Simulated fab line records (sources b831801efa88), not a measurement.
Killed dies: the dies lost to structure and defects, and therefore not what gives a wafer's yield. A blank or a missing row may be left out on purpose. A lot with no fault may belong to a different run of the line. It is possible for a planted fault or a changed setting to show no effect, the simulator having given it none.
Which tool did it? + flow gf180mcu + 13 lots with 39 wafers sampled at 3 steps, on a route of 602 steps

== WHAT THE GAUGES READ, wafer by wafer ==
GF_NSD_OVL_MEAS_08. Usual: NSD_OVL gives -0.9 nm (standard deviation 1.2).
| lot  | measured     | on         | NSD_OVL (nm)   | flag |
|------|--------------|------------|----------------|------|
| L615 | day 13 07:07 | overlay-02 | -0.9 -0.2 -0.1 |      |
| L616 | day 13 19:11 | overlay-02 | -1.5 -1.1 0.5  |      |
| L617 | day 14 05:49 | overlay-02 | -0.6 -0.6 -0.2 |      |
| L618 | day 14 14:04 | overlay-02 | -0.1 0.9 0.3   |      |
| L619 | day 15 03:13 | overlay-01 | 0.4 -2.1 -0.7  |      |
| L620 | day 15 06:26 | overlay-01 | -1.4 0.8 -3.7  |      |
| L622 | day 15 19:01 | overlay-01 | -0.9 -2.1 0.5  |      |
| L623 | day 16 06:46 | overlay-02 | -1.4 -1.4 -1.6 |      |
| L625 | day 16 20:01 | overlay-02 | -1.0 -1.1 -2.1 |      |
| L626 | day 17 01:37 | overlay-01 | -0.5 -0.1 -0.8 |      |
| L634 | day 20 03:44 | overlay-01 | 0.2 -0.2 -1.3  |      |
| L637 | day 21 01:58 | overlay-02 | -3.0 -1.9 -1.8 |      |
| L638 | day 21 08:05 | overlay-02 | -0.6 -0.3 -0.9 |      |

GF_CONTACT_THK_MEAS_03. Usual: CONTACT_CVD_02_THK gives 859 nm (standard deviation 13).
| lot  | measured     | on            | CONTACT_CVD_02_THK (nm) | flag |
|------|--------------|---------------|-------------------------|------|
| L615 | day 15 02:35 | film-metro-02 | 855 858 866             |      |
| L616 | day 15 15:53 | film-metro-04 | 828 848 853             |      |
| L617 | day 16 03:16 | film-metro-02 | 860 870 875             |      |
| L618 | day 16 11:29 | film-metro-03 | 839 847 857             |      |
| L619 | day 17 01:27 | film-metro-02 | 840 830 842             |      |
| L620 | day 17 05:55 | film-metro-03 | 845 857 855             |      |
| L622 | day 17 18:17 | film-metro-02 | 870 880 866             |      |
| L623 | day 18 07:13 | film-metro-03 | 858 861 870             |      |
| L625 | day 18 21:39 | film-metro-03 | 872 861 880             |      |
| L626 | day 19 02:35 | film-metro-03 | 834 834 861             |      |
| L634 | day 22 04:58 | film-metro-02 | 855 870 867             |      |
| L637 | day 23 03:11 | film-metro-03 | 847 854 861             |      |
| L638 | day 23 08:27 | film-metro-04 | 837 846 879             |      |

== TOOL THAT RAN EACH LOT (tool first, then ch and the chambers of the sampled wafers, then the start) ==
| lot  | GF_SALICIDE_RTA_08               |
|------|----------------------------------|
| L615 | rtp-anneal-02 ch 0, day 15 02:19 |
| L616 | rtp-anneal-02 ch 0, day 15 15:37 |
| L617 | rtp-anneal-02 ch 0, day 16 03:00 |
| L618 | rtp-anneal-02 ch 0, day 16 11:13 |
| L619 | rtp-anneal-01 ch 0, day 17 01:11 |
| L620 | rtp-anneal-02 ch 0, day 17 05:40 |
| L622 | rtp-anneal-02 ch 0, day 17 17:58 |
| L623 | rtp-anneal-01 ch 0, day 18 06:54 |
| L625 | rtp-anneal-01 ch 0, day 18 21:23 |
| L626 | rtp-anneal-01 ch 0, day 19 02:18 |
| L634 | rtp-anneal-02 ch 0, day 22 04:42 |
| L637 | rtp-anneal-02 ch 0, day 23 02:55 |
| L638 | rtp-anneal-02 ch 0, day 23 08:11 |
- GF_SALICIDE_RTA_08: time 30 s.

== WHAT THE TOOLS THEMSELVES READ (means of the sampled wafers that have a number; where no wafer has one, the mark that the record gives instead) ==
GF_SALICIDE_RTA_08. Usual: lamp-power-pct 17.7 %, standard deviation 0.61; wafer_temp_C_max 803.7, standard deviation 0.86.
| lot  | tool          | lamp-power-pct (%) | wafer_temp_C_max | flag |
|------|---------------|--------------------|------------------|------|
| L615 | rtp-anneal-02 | 18.3               | 804.5            |      |
| L616 | rtp-anneal-02 | 18.3               | 804.6            |      |
| L617 | rtp-anneal-02 | 18.3               | 803.0            |      |
| L618 | rtp-anneal-02 | 18.4               | 803.5            |      |
| L619 | rtp-anneal-01 | 17.1               | 803.3            |      |
| L620 | rtp-anneal-02 | 18.3               | 803.6            |      |
| L622 | rtp-anneal-02 | 18.3               | 803.5            |      |
| L623 | rtp-anneal-01 | 17.1               | 803.2            |      |
| L625 | rtp-anneal-01 | 17.1               | 803.6            |      |
| L626 | rtp-anneal-01 | 17.1               | 803.2            |      |
| L634 | rtp-anneal-02 | 18.3               | 804.4            |      |
| L637 | rtp-anneal-02 | 18.3               | 804.1            |      |
| L638 | rtp-anneal-02 | 18.3               | 803.5            |      |

== THE ANSWER, worked out from the rows above alone ==
Rule: a lot is off if the mean of its wafers that have a number lies more than 3 standard deviations from the usual mean. A lot without any number at a reading at which 4 lots or more have one is off too. The other lots that the step has rows for count as sound. First the gauges in route order, then the tools' own readings, where a lot's mean is used as printed above. The first step at which some lot is off is used, and at that step the reading that is off furthest; a lot without a number counts as furthest.
None of the lots is off at any reading shown; this tells nothing.

== WHAT THE SIMULATOR HAD INSERTED ==
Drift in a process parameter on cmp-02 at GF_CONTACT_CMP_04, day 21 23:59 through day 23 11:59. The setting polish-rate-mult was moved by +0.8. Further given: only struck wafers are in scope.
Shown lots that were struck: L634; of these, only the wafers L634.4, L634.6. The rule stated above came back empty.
